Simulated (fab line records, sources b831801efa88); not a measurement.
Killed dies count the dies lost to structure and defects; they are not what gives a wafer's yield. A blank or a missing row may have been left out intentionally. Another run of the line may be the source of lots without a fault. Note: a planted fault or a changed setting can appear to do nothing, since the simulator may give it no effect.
Matching of chambers | flow sky130 | rie-diel-01 running SKY_CONTACT_ETCH_16: 4 sister chambers
The step etches BARC in N2/H2, stops on SiO2, time 45.9 s, target depth 60 nm. 8 wafers are shown with their chamber, then 10 later ones without.

== WAFERS WITH THEIR CHAMBER ==
wafer  | chamber | drypump-motor-current-A (A) | throttle-valve-pct (%)
L081.2 | 0       | 5.9                         | 13.230
L081.3 | 2       | 5.8                         | 13.216
L081.6 | 0       | 5.9                         | 13.231
L084.2 | 1       | 5.0                         | 13.220
L084.4 | 3       | 5.7                         | 13.216
L084.5 | 1       | 4.9                         | 13.217
L092.2 | 3       | 5.7                         | 13.219
L092.4 | 2       | 5.8                         | 13.237

== WAFERS WITH NO CHAMBER GIVEN ==
wafer  | drypump-motor-current-A (A) | throttle-valve-pct (%)
L092.5 | 5.9                         | 13.229
L093.2 | 5.9                         | 13.223
L093.5 | 4.9                         | 13.226
L093.6 | 5.8                         | 13.209
L094.4 | 4.9                         | 13.223
L094.5 | 5.9                         | 13.233
L094.6 | 5.7                         | 13.229
L097.1 | 4.9                         | 13.238
L097.4 | 5.9                         | 13.212
L097.6 | 5.8                         | 13.231

== WHICH CHAMBER EACH WENT THROUGH ==
wafer  | from the rows above          | in truth
L092.5 | 0                            | 0
L093.2 | can't be placed: 0 or 2      | 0
L093.5 | 1                            | 1
L093.6 | can't be placed: 2 or 3 or 0 | 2
L094.4 | 1                            | 1
L094.5 | 0                            | 0
L094.6 | can't be placed: 3 or 2      | 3
L097.1 | 1                            | 1
L097.4 | can't be placed: 0 or 2      | 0
L097.6 | 2                            | 2
6 of 10 placed correctly. Not placeable from these rows: 4 (in 4, the candidates include the true chamber). 0 placed wrongly.
How it was worked out, from the rows above alone: a wafer's distance from a chamber is the root of the sum, over the readings, of the square of ((its reading less the chamber's mean) divided by the reading's scatter). The wafer belongs to the nearest chamber; if the next one is less than 2 further off, it can't be placed. Each chamber's mean is taken over the wafers shown for it. The scatter: the root of (the sum of the squares of (reading less its chamber's mean) over the shown wafers, divided by (wafers less chambers)).
